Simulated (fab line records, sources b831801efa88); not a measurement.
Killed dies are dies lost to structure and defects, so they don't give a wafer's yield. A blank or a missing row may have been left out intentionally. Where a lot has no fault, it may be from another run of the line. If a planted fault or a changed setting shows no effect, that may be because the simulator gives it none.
Code-filled problem report in 8D (eight disciplines) form :: flow sky130 :: the parts of the form that need people (team, actions taken, sign-off) are left out

## 1. WHAT WENT WRONG
Wafers without a fault read 300.1 nm, standard deviation 1.2; cd_nm at SKY_METAL4_CD_MEAS_13 reads a mean of 194.5 nm on 6 wafers belonging to 3 lots. Measured from the usual mean, that is -88 standard deviations.
The step: target cd 300 nm.
First observed at day 44 01:42: wafer L286.2, on cd_sem-02. Wafers with a number at this step in the record: 45, from 15 lots. By rule, "out" or "out of limits" means more than 4 standard deviations away from the usual mean. The rest of the wafers with a number are treated as sound.

## 2. WHAT IT IS; WHAT IT IS NOT
question: which readings at this step
is: cd_nm
is not: -

question: which lots
is: L286, L287, L288
is not: L280, L283, L284, L285, L295, L296, L297, L298, L300, L301, L302, L303

question: which wafers of those lots
is: L286.2, L286.3, L287.3, L287.4, L288.2, L288.3
is not: L286.6, L287.5, L288.6

question: read on which gauges
is: cd_sem-01, cd_sem-02
is not: -

question: when
is: from day 44 01:42
is not: up to then (13 sound wafers); but 26 sound wafers of L287, L288, L295, L296, L297, L298, L300, L301, L302, L303 came after

## 3. THE SUSPECTS, EACH WITH WHAT RULES IT OUT
Counting: if a tool at a process step up to the reading ran every lot that is out, it stays a suspect. Sound lots after the first of them don't rule it out here, since some wafers of a struck lot are sound.
- the gauge at SKY_METAL4_CD_MEAS_13 has been ruled out. The wafers that are out were read on 2 gauges (cd_sem-01, cd_sem-02).
- krf_scanner-02 at SKY_METAL4_EXPOSE_10 (exposes mask MM4, target cd 300 nm): kept. Every lot that is out went through it, the first being L286 (day 43 14:39); the last sound lot it ran before that was L284 (day 43 06:43).
Remaining after the count: krf_scanner-02 at SKY_METAL4_EXPOSE_10.

## 4. THE CAUSE (what the simulator had put in)
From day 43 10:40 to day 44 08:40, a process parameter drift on krf_scanner-02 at SKY_METAL4_EXPOSE_10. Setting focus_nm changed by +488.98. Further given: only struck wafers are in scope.
After counting, this tool was the only one left.

## 5. THE CHAIN OF EFFECTS, in route order
Rows list readings where the struck wafers' mean (over those with a number) sits beyond 3 standard deviations from the usual. Scope: only readings with a usual standard deviation given in the record; hours: median across lots of the time from each lot's start at the first step in this table that gives one to its start at this step; sigmas: change in usual standard deviations.
hours: 0
step: SKY_METAL4_CD_MEAS_13
reading: cd_nm
usual: 300.1 nm
on struck wafers: 194.5
change: -105.6
sigmas: -88

## 6. HOW IT WOULD HAVE BEEN CAUGHT EARLIER
The first out-of-limits reading at a measuring or inspecting step in this record came at day 44 01:42, 15 hours after the fault's start at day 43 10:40.
Each of the lots that are out, 3 in all, had begun SKY_METAL4_EXPOSE_10 on krf_scanner-02 no later than day 44 01:42. Had the tool been put on hold then, not one of them would have been saved.
